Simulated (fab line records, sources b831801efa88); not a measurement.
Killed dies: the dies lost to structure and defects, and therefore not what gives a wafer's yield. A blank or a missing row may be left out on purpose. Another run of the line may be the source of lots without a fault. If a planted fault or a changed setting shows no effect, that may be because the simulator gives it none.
8D (eight disciplines) problem report, filled in by code    flow sky130    the parts of the form that need people (team, actions taken, sign-off) are left out

== 1. PROBLEM STATEMENT ==
Mean of cd_nm at SKY_VIA1_CD_MEAS_12: 131.1 nm across 6 wafers in 2 lots; on wafers with no fault it is 149.9 nm (standard deviation 2). Relative to the usual mean, that is a shift of -9.4 standard deviations.
The step: target cd 150 nm.
First observed at day 35 18:04: wafer L607.1, on cd_sem-02. The record holds 33 wafers of 11 lots with a number at this step. Rule for "out", or "out of limits": more than 4 standard deviations from the usual mean. Any other wafer with a number is counted as sound.

== 2. WHAT IT IS, WHAT IT ISN'T ==
question                     is                      is not
which readings at this step  cd_nm                   -
which lots                   L607, L608              L601, L602, L606, L613, L616, L617, L619, L621, L622
which wafers of those lots   all that have a number  -
read on which gauges         cd_sem-02               cd_sem-01
when                         from day 35 18:04       up to then (9 sound wafers); but 18 sound wafers of L613, L616, L617, L619, L621, L622 came after

== 3. THE SUSPECTS, EACH WITH WHAT RULES IT OUT ==
Counting: a tool at a process step up to the reading stays a suspect if it ran every lot that is out and no sound lot after the first of them.
- the gauge at SKY_VIA1_CD_MEAS_12: kept. All the wafers that are out were read on cd_sem-02, and no step on other tools shows them out.
- krf_scanner-02 at SKY_VIA1_EXPOSE_09 (exposes mask VIM, target cd 150 nm): ruled out as a lasting fault. After its first lot that is out, L607 (day 35 04:53), sound lots L616, L617, L619, L621, L622 ran on it.
The count leaves cd_sem-02 at SKY_VIA1_CD_MEAS_12.

== 4. THE CAUSE (what the simulator had put in) ==
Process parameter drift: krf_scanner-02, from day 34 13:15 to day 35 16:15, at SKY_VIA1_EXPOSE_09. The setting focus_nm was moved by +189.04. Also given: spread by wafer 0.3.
The count ruled it out by mistake, since the rule takes a fault to strike every lot its tool runs from the start of the fault on, and this one did not do so.

== 5. THE CHAIN OF EFFECTS, in route order ==
Each row: a reading where the mean over the struck wafers with a number is more than 3 standard deviations away from the usual. Only readings whose record carries a usual standard deviation are examined. hours: median over the lots of the time between each lot's start at the first step of this table that gives one and its start at this step. sigmas: the change, counted in usual standard deviations.
hours  step                   reading               usual     on struck wafers  change  sigmas
0      SKY_VIA1_CD_MEAS_12    cd_nm                 149.9 nm  131.1             -18.8   -9.4
274    SKY_PAD_OPEN_PROBE_99  defect_limited_yield  82.9 %    66.3              -16.6   -8.3
274    SKY_PAD_OPEN_PROBE_99  killed_at_M0_to_M3    43        121               +78     +11
274    SKY_PAD_OPEN_PROBE_99  killed_dies           84        166               +82     +8.4
274    SKY_PAD_OPEN_PROBE_99  killed_on_rim         16        38                +22     +6.0
274    SKY_PAD_OPEN_PROBE_99  sort_bin_5_function   10.2 %    25.8              +15.6   +10
274    SKY_PAD_OPEN_PROBE_99  sort_n_pass           408       326               -82     -8.4
274    SKY_PAD_OPEN_PROBE_99  sort_yield_pct        82.9 %    66.3              -16.6   -8.3
The process steps in it:
- SKY_PAD_OPEN_PROBE_99

== 6. WHAT WOULD HAVE CAUGHT IT SOONER ==
The first out-of-limits reading at a measuring or inspecting step in this record came at day 35 18:04, 29 hours after the fault's start at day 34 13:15.
An alarm limit of 4 standard deviations would not have fired on the tool readings at SKY_VIA1_EXPOSE_09 for which the record gives a usual standard deviation, since none of them was out on any struck wafer.
